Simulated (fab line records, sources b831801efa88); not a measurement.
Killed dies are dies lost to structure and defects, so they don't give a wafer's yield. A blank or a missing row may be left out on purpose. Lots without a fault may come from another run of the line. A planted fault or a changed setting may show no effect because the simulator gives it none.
fab line records | flow gf180mcu
record lots=13 wafers=39 last_day=34
route steps=602 shown HV_LDD@204 CONTACT@313 M1@319
lots that met no fault: from a run of the same line without faults
start_h: hours from the record's first day to the start of the lot's first wafer shown | wait_h: hours since the lot's step before | " the same as in the row above | L1.1+2: a row that stands for several wafers | - no value, or no start given | * or withheld: withheld | < > ~ a bound
route shown NAME@n: a module of which the file shows steps, and the number in the route of the first | usual: mean/standard deviation of fault-free wafers | same: alike in all rows | chamber/n: place in a boat | sites: the reading at each site | _std_site: their standard deviation | _edge_site: outer sites' mean less inner sites' | radius_mm: how far each site lies from the wafer's centre | mask NAME#n: copy n | behind: the tool/chamber that last shaped the wafer | hold: why the lot was held/for how many hours/how that ended | device: the transistor (n, p or np) that didn't switch | end of line: the same wafers' tests at the end of the route | a step without rows: its recipe alone | killed: dies lost to structure and defects at the first sort, not the wafer's yield | map: a wafer's dies, x killed, . not, _ none there
set.NAME: the setting as run; set.NAME@STEP: as run at that earlier step | model.NAME: the simulator's own value behind a step, which no gauge read
steps of the route over a sample of lots; a table a step, a row a wafer
services: from which hour (start_h, from the record's first day; less than 0 if before it) a tool's chamber was out of use, for how many hours, and why
## steps
# step GF_HV_LDD_EXPOSE_28
# recipe mask_id=Nplus_HV_AREA target_cd_nm=400 na=0.6 source_shape=conventional sigma_outer=0.6 dose_mj=140
# usual exposure_dose_mJ_cm2=139.99/0.15 stage_vel_mm_s=499.99/0.24
# same na=0.6 sigma_outer=0.6
# columns lot.wafer tool chamber start_h wait_h mask exposure_dose_mJ_cm2 stage_vel_mm_s
L267.1 iline_stepper-02 0 245.55 - Nplus_HV_AREA#0 139.80 500.07
L267.2 " 0 " " Nplus_HV_AREA#0 140.01 499.70
L267.3 " 0 " " Nplus_HV_AREA#0 139.88 499.55
L268.1 iline_stepper-02 0 253.51 - Nplus_HV_AREA#0 139.78 500.10
L268.5 " 0 " " Nplus_HV_AREA#0 139.79 499.78
L268.6 " 0 " " Nplus_HV_AREA#0 139.97 500.00
L269.1 iline_stepper-01 0 256.88 - Nplus_HV_AREA#0 140.03 500.00
L269.3 " 0 " " Nplus_HV_AREA#0 140.08 500.26
L269.6 " 0 " " Nplus_HV_AREA#0 140.20 500.05
L270.2 iline_stepper-01 0 271.72 - Nplus_HV_AREA#0 139.85 500.10
L270.3 " 0 " " Nplus_HV_AREA#0 139.98 499.80
L270.4 " 0 " " Nplus_HV_AREA#0 139.75 500.05
L271.1 iline_stepper-01 0 274.55 - Nplus_HV_AREA#0 139.96 500.26
L271.4 " 0 " " Nplus_HV_AREA#0 140.06 500.35
L271.5 " 0 " " Nplus_HV_AREA#0 140.03 500.24
L272.2 iline_stepper-01 0 284.06 - Nplus_HV_AREA#0 140.02 499.82
L272.4 " 0 " " Nplus_HV_AREA#0 140.13 500.04
L272.5 " 0 " " Nplus_HV_AREA#0 139.94 499.93
L276.2 iline_stepper-02 0 311.96 - Nplus_HV_AREA#0 151.92 500.14
L276.5 " 0 " " Nplus_HV_AREA#0 151.83 499.97
L276.6 " 0 " " Nplus_HV_AREA#0 151.93 500.45
L277.1 iline_stepper-01 0 321.73 - Nplus_HV_AREA#0 139.86 499.78
L277.4 " 0 " " Nplus_HV_AREA#0 139.93 499.86
L277.6 " 0 " " Nplus_HV_AREA#0 139.92 500.06
L278.1 iline_stepper-02 0 336.44 - Nplus_HV_AREA#0 152.12 499.88
L278.5 " 0 " " Nplus_HV_AREA#0 151.79 499.92
L278.6 " 0 " " Nplus_HV_AREA#0 151.61 500.14
L284.1 iline_stepper-01 0 374.62 - Nplus_HV_AREA#0 140.09 500.19
L284.2 " 0 " " Nplus_HV_AREA#0 140.10 499.69
L284.3 " 0 " " Nplus_HV_AREA#0 140.10 500.26
L285.2 iline_stepper-01 0 383.93 - Nplus_HV_AREA#0 140.20 500.06
L285.4 " 0 " " Nplus_HV_AREA#0 140.05 499.83
L285.6 " 0 " " Nplus_HV_AREA#0 139.91 499.64
L286.2 iline_stepper-01 0 389.57 - Nplus_HV_AREA#0 140.00 499.94
L286.3 " 0 " " Nplus_HV_AREA#0 140.06 499.95
L286.6 " 0 " " Nplus_HV_AREA#0 140.11 499.86
L290.1 iline_stepper-01 0 423.92 - Nplus_HV_AREA#0 139.73 500.16
L290.2 " 0 " " Nplus_HV_AREA#0 139.82 500.30
L290.6 " 0 " " Nplus_HV_AREA#0 139.86 499.94
# step GF_HV_LDD_CD_MEAS_31
# recipe target_cd_nm=400
# usual cd_nm=400.5/2.5
# columns lot.wafer tool chamber start_h wait_h cd_nm
L267.1 cd_sem-01 - 254.65 0.1 401.5
L267.2 " - " " 399.5
L267.3 " - " " 401.9
L268.1 cd_sem-01 - 262.70 0.1 403.3
L268.5 " - " " 403.2
L268.6 " - " " 403.8
L269.1 cd_sem-01 - 266.55 0.1 401.3
L269.3 " - " " 401.2
L269.6 " - " " 401.2
L270.2 cd_sem-02 - 281.03 0.1 406.2
L270.3 " - " " 403.5
L270.4 " - " " 404.0
L271.1 cd_sem-01 - 283.86 0.1 400.7
L271.4 " - " " 400.6
L271.5 " - " " 401.6
L272.2 cd_sem-01 - 293.92 0.1 400.0
L272.4 " - " " 399.4
L272.5 " - " " 401.9
L276.2 cd_sem-02 - 322.26 0.1 422.0
L276.5 " - " " 422.9
L276.6 " - " " 422.4
L277.1 cd_sem-01 - 332.26 0.1 396.8
L277.4 " - " " 396.8
L277.6 " - " " 399.1
L278.1 cd_sem-02 - 347.01 0.1 421.3
L278.5 " - " " 419.0
L278.6 " - " " 423.0
L284.1 cd_sem-02 - 385.30 0.1 402.7
L284.2 " - " " 403.2
L284.3 " - " " 403.8
L285.2 cd_sem-01 - 395.17 0.1 400.3
L285.4 " - " " 400.0
L285.6 " - " " 398.5
L286.2 cd_sem-02 - 401.68 0.1 402.5
L286.3 " - " " 403.0
L286.6 " - " " 401.8
L290.1 cd_sem-01 - 435.74 0.1 400.4
L290.2 " - " " 402.7
L290.6 " - " " 401.1
# step GF_CONTACT_THK_MEAS_26
# recipe thk_meas_gauge=xrf reads=W_of_CONTACT_CVD_24
# usual CONTACT_W_THK=301/6.4
# columns lot.wafer tool chamber start_h wait_h CONTACT_W_THK[nm]
L267.1 film_metro-02 - 364.74 0.1 301
L267.2 " - " " 296
L267.3 " - " " 297
L268.1 film_metro-01 - 373.59 0.1 293
L268.5 " - " " 290
L268.6 " - " " 297
L269.1 film_metro-02 - 379.19 0.1 301
L269.3 " - " " 306
L269.6 " - " " 298
L270.2 film_metro-02 - 394.85 0.1 310
L270.3 " - " " 308
L270.4 " - " " 302
L271.1 film_metro-02 - 400.10 0.1 305
L271.4 " - " " 304
L271.5 " - " " 296
L272.2 film_metro-04 - 412.35 0.1 299
L272.4 " - " " 303
L272.5 " - " " 308
L276.2 film_metro-04 - 442.06 0.1 293
L276.5 " - " " 294
L276.6 " - " " 306
L277.1 film_metro-02 - 456.59 0.1 298
L277.4 " - " " 308
L277.6 " - " " 308
L278.1 film_metro-04 - 471.19 0.1 299
L278.5 " - " " 298
L278.6 " - " " 309
L284.1 film_metro-01 - 512.13 0.1 302
L284.2 " - " " 313
L284.3 " - " " 297
L285.2 film_metro-01 - 520.15 0.1 316
L285.4 " - " " 316
L285.6 " - " " 304
L286.2 film_metro-04 - 526.97 0.1 308
L286.3 " - " " 307
L286.6 " - " " 305
L290.1 film_metro-02 - 559.57 0.1 299
L290.2 " - " " 298
L290.6 " - " " 296
# step GF_M1_SPUTTER_04
# recipe material=TiN target_thk_nm=50 power_w=6500 time_s=41.7 chamber_pressure_pa=0.4
# usual throttle_valve_pct=30.2/1.4
# columns lot.wafer tool chamber start_h wait_h throttle_valve_pct
L267.1 pvd_sputter-04 - 365.28 0.0 29.0
L267.2 " - " " 28.3
L267.3 " - " " 32.4
L268.1 pvd_sputter-01 - 374.14 0.0 29.8
L268.5 " - " " 31.1
L268.6 " - " " 29.8
L269.1 pvd_sputter-01 - 379.74 0.0 29.3
L269.3 " - " " 30.5
L269.6 " - " " 31.1
L270.2 pvd_sputter-01 - 395.38 0.0 29.7
L270.3 " - " " 29.8
L270.4 " - " " 31.0
L271.1 pvd_sputter-03 - 400.64 0.0 28.6
L271.4 " - " " 33.1
L271.5 " - " " 31.0
L272.2 pvd_sputter-04 - 412.88 0.0 31.6
L272.4 " - " " 28.2
L272.5 " - " " 32.3
L276.2 pvd_sputter-01 - 442.59 0.0 29.9
L276.5 " - " " 29.9
L276.6 " - " " 29.8
L277.1 pvd_sputter-04 - 457.13 0.0 32.1
L277.4 " - " " 28.1
L277.6 " - " " 29.0
L278.1 pvd_sputter-03 - 471.73 0.0 28.7
L278.5 " - " " 28.7
L278.6 " - " " 33.0
L284.1 pvd_sputter-03 - 512.67 0.0 28.7
L284.2 " - " " 33.1
L284.3 " - " " 30.9
L285.2 pvd_sputter-03 - 520.68 0.0 28.8
L285.4 " - " " 30.4
L285.6 " - " " 30.7
L286.2 pvd_sputter-01 - 527.50 0.0 29.4
L286.3 " - " " 30.0
L286.6 " - " " 29.4
L290.1 pvd_sputter-03 - 560.11 0.0 28.9
L290.2 " - " " 30.4
L290.6 " - " " 30.8
# step GF_M1_RS_MEAS_05
# recipe thk_meas_gauge=four-point-probe reads=TiN_of_M1_SPUTTER_04+Ti_of_M1_SPUTTER_03+AlCu_of_M1_SPUTTER_02+TiN_of_M1_SPUTTER_01+Ti_of_M1_SPUTTER_00
# usual M1_ALCU_RS=0.0694/0.00096
# columns lot.wafer tool chamber start_h wait_h M1_ALCU_RS[ohm/sq]
L267.1 film_metro-03 - 365.32 0.0 0.0691
L267.2 " - " " 0.0686
L267.3 " - " " 0.0683
L268.1 film_metro-03 - 374.18 0.0 0.0674
L268.5 " - " " 0.0694
L268.6 " - " " 0.0683
L269.1 film_metro-03 - 379.78 0.0 0.0705
L269.3 " - " " 0.0698
L269.6 " - " " 0.0705
L270.2 film_metro-03 - 395.44 0.0 0.0703
L270.3 " - " " 0.0699
L270.4 " - " " 0.0710
L271.1 film_metro-02 - 400.68 0.0 0.0690
L271.4 " - " " 0.0702
L271.5 " - " " 0.0693
L272.2 film_metro-03 - 412.94 0.0 0.0712
L272.4 " - " " 0.0693
L272.5 " - " " 0.0684
L276.2 film_metro-03 - 442.65 0.0 0.0671
L276.5 " - " " 0.0672
L276.6 " - " " 0.0689
L277.1 film_metro-02 - 457.17 0.0 0.0690
L277.4 " - " " 0.0691
L277.6 " - " " 0.0696
L278.1 film_metro-03 - 471.77 0.0 0.0717
L278.5 " - " " 0.0711
L278.6 " - " " 0.0709
L284.1 film_metro-03 - 512.71 0.0 0.0690
L284.2 " - " " 0.0683
L284.3 " - " " 0.0689
L285.2 film_metro-02 - 520.74 0.0 0.0687
L285.4 " - " " 0.0677
L285.6 " - " " 0.0677
L286.2 film_metro-03 - 527.56 0.0 0.0699
L286.3 " - " " 0.0682
L286.6 " - " " 0.0702
L290.1 film_metro-04 - 560.15 0.0 0.0714
L290.2 " - " " 0.0697
L290.6 " - " " 0.0695
## services
# columns tool chamber start_h hours kind
pvd_sputter-01 - 241.45 2.6 repair
pvd_sputter-03 0 242.35 - consumable_replace:kit
pvd_sputter-03 0 242.35 18.0 scheduled_down
pvd_sputter-03 0 242.35 18.0 vent_cycle
iline_stepper-02 0 258.18 - calibration
iline_stepper-01 - 258.67 2.2 repair
iline_stepper-01 0 259.84 - calibration
pvd_sputter-04 2 324.87 - consumable_replace:kit
pvd_sputter-01 - 325.55 3.1 repair
iline_stepper-01 - 334.55 0.9 repair
iline_stepper-02 - 351.92 1.7 pm
pvd_sputter-04 - 361.54 0.8 repair
pvd_sputter-03 3 428.22 - consumable_replace:kit
pvd_sputter-03 3 428.22 18.0 scheduled_down
pvd_sputter-03 3 428.22 18.0 vent_cycle
pvd_sputter-03 - 446.41 2.7 repair
pvd_sputter-01 - 447.01 5.3 repair
iline_stepper-01 0 478.02 - calibration
iline_stepper-02 0 486.30 - calibration
iline_stepper-02 - 493.95 35.1 repair
iline_stepper-01 - 502.83 7.8 repair
iline_stepper-02 - 517.32 - calibration
iline_stepper-01 - 529.00 1.7 pm
iline_stepper-01 - 553.11 10.1 repair
## key
first_sign step=GF_HV_LDD_EXPOSE_28 reading=exposure_dose_mJ_cm2 direction=up sigmas=81 usual=139.99 struck=151.87
effect step=GF_HV_LDD_CD_MEAS_31 reading=cd_nm direction=up sigmas=8.5 usual=400.5 struck=421.8
met_at GF_HV_LDD_EXPOSE_28
struck_lots L276,L278
tester_left_out L276,L278
not_acting_at GF_CONTACT_THK_MEAS_26,GF_M1_SPUTTER_04,GF_M1_RS_MEAS_05
onset_between 253.51 311.96
fault kind=process_parameter_drift tool=iline_stepper-02 chamber=- onset_h=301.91 steps=GF_HV_LDD_EXPOSE_28 channel=dose_mj offset=11.762 shape=step acts_in=these_recipes_only stated=140
# tester_left_out: of these lots the tester's yield and bins aren't shown, on N5 and GAA mostly nor the transistor test; their killed dies are dies lost to structure and defects alone, not to doping, threshold or leakage, so they don't give the yield
